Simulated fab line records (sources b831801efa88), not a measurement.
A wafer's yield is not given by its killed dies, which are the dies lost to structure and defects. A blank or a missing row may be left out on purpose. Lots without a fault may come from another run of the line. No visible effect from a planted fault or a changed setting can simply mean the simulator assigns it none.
Which tool is to blame? | flow gf180mcu | at 1 step of a route of 602, 6 lots with 18 wafers sampled

WHAT THE GAUGES READ, wafer by wafer
GF_LVPWELL_TW_MEAS_11.
lot  | measured    | on            | LVPWELL_TW
L567 | day 5 04:46 | film_metro-01 | 567 567 568
L572 | day 6 05:46 | film_metro-04 | 559 556 559
L575 | day 6 23:23 | film_metro-01 | 562 565 566
L577 | day 7 09:55 | film_metro-01 | 563 562 561
L579 | day 7 21:02 | film_metro-02 | 559 559 560
L585 | day 9 07:32 | film_metro-01 | 558 559 560

WHAT TOOL EACH LOT RAN ON (gives the tool, then ch and the chambers of the sampled wafers, and finally the start)
The record shows no process step preceding these readings.

THE ANSWER, worked out from the rows above alone
Rule: the usual values come from the lots themselves. The widest of any qualifying gaps counts: lots, ordered by their means at a reading, are off when they make up no more than a third of the lots, leave a main group of 4 or more, and stand apart from it by 3 or more times the standard deviation of that group's means. A main group is skipped when, at the precision printed for the reading in the tables above, its means are all equal. Also off: a lot with no number at a reading for which 4 or more lots have one. The other lots that the step has rows for count as sound.
Nothing can be told from this: no lot is off at any reading shown.

WHAT WAS PUT IN BY THE SIMULATOR
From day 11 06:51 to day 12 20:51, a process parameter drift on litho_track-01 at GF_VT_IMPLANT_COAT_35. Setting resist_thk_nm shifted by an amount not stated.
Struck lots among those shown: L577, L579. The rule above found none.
